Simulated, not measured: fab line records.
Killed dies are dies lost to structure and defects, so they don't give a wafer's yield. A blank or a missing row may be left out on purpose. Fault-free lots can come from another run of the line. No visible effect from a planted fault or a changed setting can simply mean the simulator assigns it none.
Code-filled problem report in 8D (eight disciplines) form -- flow sky130 -- the parts of the form that need people (team, actions taken, sign-off) are left out

1. THE ISSUE
Mean of cd-nm at SKY_CONTACT_CD_MEAS_14: 176.7 nm across 6 wafers in 2 lots; on wafers with no fault it is 170.1 nm (standard deviation 1.4). That is +4.7 standard deviations from the usual mean.
The step: target cd 170 nm.
First seen on wafer L567.2, day 35 19:36, on cd-sem-02. The record holds 33 wafers of 11 lots with a number at this step. Rule for "out" (also "out of limits"): further than 4 standard deviations from the usual mean. The other wafers with a number count as sound.

2. WHAT IT IS; WHAT IT IS NOT
question,is,is not
which readings at this step,cd-nm,-
which lots,"L567, L568","L554, L555, L558, L559, L560, L562, L566, L572, L576"
which wafers of those lots,all that have a number,-
read on which gauges,cd-sem-02,cd-sem-01
when,from day 35 19:36,"up to then (21 sound wafers); but 6 sound wafers of L572, L576 came after"

3. THE SUSPECTS, EACH WITH WHAT RULES IT OUT
Counting: a tool at any process step up to the reading remains a suspect when it ran all the lots that are out and ran no sound lot after the first of those.
- the gauge at SKY_CONTACT_CD_MEAS_14 is ruled out. All the wafers that are out were read on cd-sem-02, but those of them that SKY_CONTACT_SOFTBAKE_10 has rows for are out there too, on other tools.
- litho-track-02 at SKY_CONTACT_SOFTBAKE_10 (time 90 s): kept. It ran every lot that is out, first L567 (day 35 06:00), and no sound lot after that; its last sound lot up to then is L560 (day 33 01:00). On those wafers its own readings are out: heater-power-total-W, plate-temp-C.
After counting, what remains is litho-track-02 at SKY_CONTACT_SOFTBAKE_10.

4. THE CAUSE (what the simulator had put in)
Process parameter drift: litho-track-02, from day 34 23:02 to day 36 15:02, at SKY_CONTACT_SOFTBAKE_10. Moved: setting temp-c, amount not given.
Counting left only this tool.

5. THE CHAIN OF EFFECTS, in route order
One row per reading whose mean, taken over the struck wafers that have a number, lies over 3 standard deviations from the usual. Scope: only readings with a usual standard deviation given in the record; hours: median across lots of the time from each lot's start at the first step in this table that gives one to its start at this step; sigmas: change in usual standard deviations.
hours,step,reading,usual,on struck wafers,change,sigmas
0,SKY_CONTACT_SOFTBAKE_10,heater-power-total-W,57.36 W,64.98,+7.62,+64
0,SKY_CONTACT_SOFTBAKE_10,plate-temp-C,99.99 C,109.51,+9.52,+87
13,SKY_CONTACT_CD_MEAS_14,cd-nm,170.1 nm,176.7,+6.6,+4.7
Here are the process steps it includes:
- SKY_CONTACT_SOFTBAKE_10: time 90 s.

6. WHAT WOULD HAVE CAUGHT IT SOONER
In this record the first reading out of limits at a measuring or inspecting step was taken at day 35 19:36, 21 hours after the fault began at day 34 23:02.
The tool's own readings at SKY_CONTACT_SOFTBAKE_10 were out on every struck wafer that the step has a row for (heater-power-total-W, plate-temp-C): an alarm limit on them would have fired on the first of those.
The start of SKY_CONTACT_SOFTBAKE_10 on litho-track-02 came by day 35 19:36 for every one of the lots that are out (2). Tool hold at that time: it would have spared none of them.
